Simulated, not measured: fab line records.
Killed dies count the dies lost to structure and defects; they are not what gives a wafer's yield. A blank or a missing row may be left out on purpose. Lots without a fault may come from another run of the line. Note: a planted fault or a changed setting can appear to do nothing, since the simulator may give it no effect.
Chamber matching -- flow sky130 -- pecvd-04 running SKY_CAP2M_CVD_00: 3 sister chambers
The step deposits SiO2, target thk 15.5 nm. 6 wafers are shown with their chamber, then 8 later ones without.

## EACH WAFER AND ITS CHAMBER
wafer,chamber,heater power w (W)
L084.4,1,547
L084.6,2,646
L092.1,0,687
L092.2,2,633
L092.3,1,524
L092.4,0,672

## WAFERS WHOSE CHAMBER IS MISSING
wafer,heater power w (W)
L092.5,635
L092.6,511
L094.1,558
L094.2,716
L094.6,567
L097.1,557
L097.5,687
L097.6,555

## WHICH CHAMBER EACH WENT THROUGH
wafer,from the rows above,in truth
L092.5,2,2
L092.6,1,1
L094.1,1,1
L094.2,0,0
L094.6,1,1
L097.1,1,1
L097.5,0,0
L097.6,1,1
Correctly placed: 8 of 8. Not placeable from these rows: 0. Wrongly placed: 0.
How it was worked out, from the rows above alone: a wafer's distance from a chamber is the root of the sum, over the readings, of the square of ((its reading less the chamber's mean) divided by the reading's scatter). The wafer belongs to the nearest chamber; if the next one is less than 2 further off, it can't be placed. For every chamber, the mean is computed from those of its wafers that are shown. The scatter: take each reading less its chamber's mean, square it, sum over the shown wafers, divide by the number of wafers less the number of chambers, and take the root.
